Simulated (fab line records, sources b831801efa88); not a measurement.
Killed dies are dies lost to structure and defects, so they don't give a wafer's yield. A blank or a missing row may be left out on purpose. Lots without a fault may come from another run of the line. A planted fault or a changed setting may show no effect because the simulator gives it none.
One fault seen from 2 desks | flow gf180mcu | each desk has only its own numbers; what lay behind them comes last

THE TOOL OWNER'S DESK: pecvd-02
The tool's own readings at GF_MIM_CVD_05 (deposits Si3N4, target thk 42 nm, time 29.086 s): means of the sampled wafers that have a number, for each lot that ran on this tool. A lot is out of limits, marked OUT, if its mean lies more than 4 standard deviations from the usual mean; the brackets give that distance.
Columns: A = heater_power_w at GF_MIM_CVD_05, usual 676 W; B = temp_max_c at GF_MIM_CVD_05, usual 400.03 C
lot  | first seen here | A   | B
L681 | day 28 09:16    | 726 | 400.11
L684 | day 29 04:49    | 741 | 400.05
This desk's finding: nothing out of limits on any of the 2 lots.

THE METROLOGY DESK
What the gauges read, lot by lot, whatever tool the lot ran on: means of the sampled wafers that have a number. A lot is out of limits, marked OUT, if its mean lies more than 4 standard deviations from the usual mean; the brackets give that distance.
Columns: A = V4_W_RS at GF_V4_RS_MEAS_24, usual 0.324 ohm/sq; B = V4_W_THK at GF_V4_THK_MEAS_25, usual 362 nm; C = MIM_CVD_05_THK at GF_MIM_THK_MEAS_06, usual 41.9 nm; D = MIM_ALCU_RS at GF_MIM_RS_MEAS_10, usual 0.1601 ohm/sq; E = MIM_ALCU_THK at GF_MIM_THK_MEAS_11, usual 200 nm; F = cd_nm at GF_M5_CD_MEAS_07, usual 279.6 nm; G = M5_OVL at GF_M5_OVL_MEAS_08, usual 1 nm
lot  | first seen here | A     | B   | C              | D      | E   | F     | G
L677 | day 27 01:05    | 0.319 | 371 | 41.5           | 0.1615 | 200 | 278.9 | -4
L681 | day 28 08:35    | 0.321 | 371 | 42.2           | 0.1647 | 194 | 280.3 | -4
L684 | day 29 04:08    | 0.321 | 364 | 65.0 (+38) OUT | 0.1613 | 197 | 277.9 | -7
L691 | day 30 23:59    | 0.322 | 372 | 41.2           | 0.1632 | 196 | 279.9 | 3
L692 | day 31 05:34    | 0.321 | 361 | 41.9           | 0.1590 | 201 | 279.9 | 3
This desk's finding: out of limits on L684; first on L684, day 29 04:52 (MIM_CVD_05_THK at GF_MIM_THK_MEAS_06). In limits: L677, L681, L691, L692.

PUT TOGETHER
The metrology desk could have raised an alarm at day 29 04:52, on L684.
The tool owner's desk saw nothing out of limits.
The tool owner's desk has L684 on record, within its limits.
Of the lots named, all ran GF_MIM_CVD_05 on pecvd-02.

WHAT THE SIMULATOR HAD PUT IN
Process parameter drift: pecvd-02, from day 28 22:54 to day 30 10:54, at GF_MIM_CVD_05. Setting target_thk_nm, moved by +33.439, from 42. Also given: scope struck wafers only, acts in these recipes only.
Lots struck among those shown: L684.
Hours from the fault's start to each desk's first reading out of limits: the metrology desk, 6.
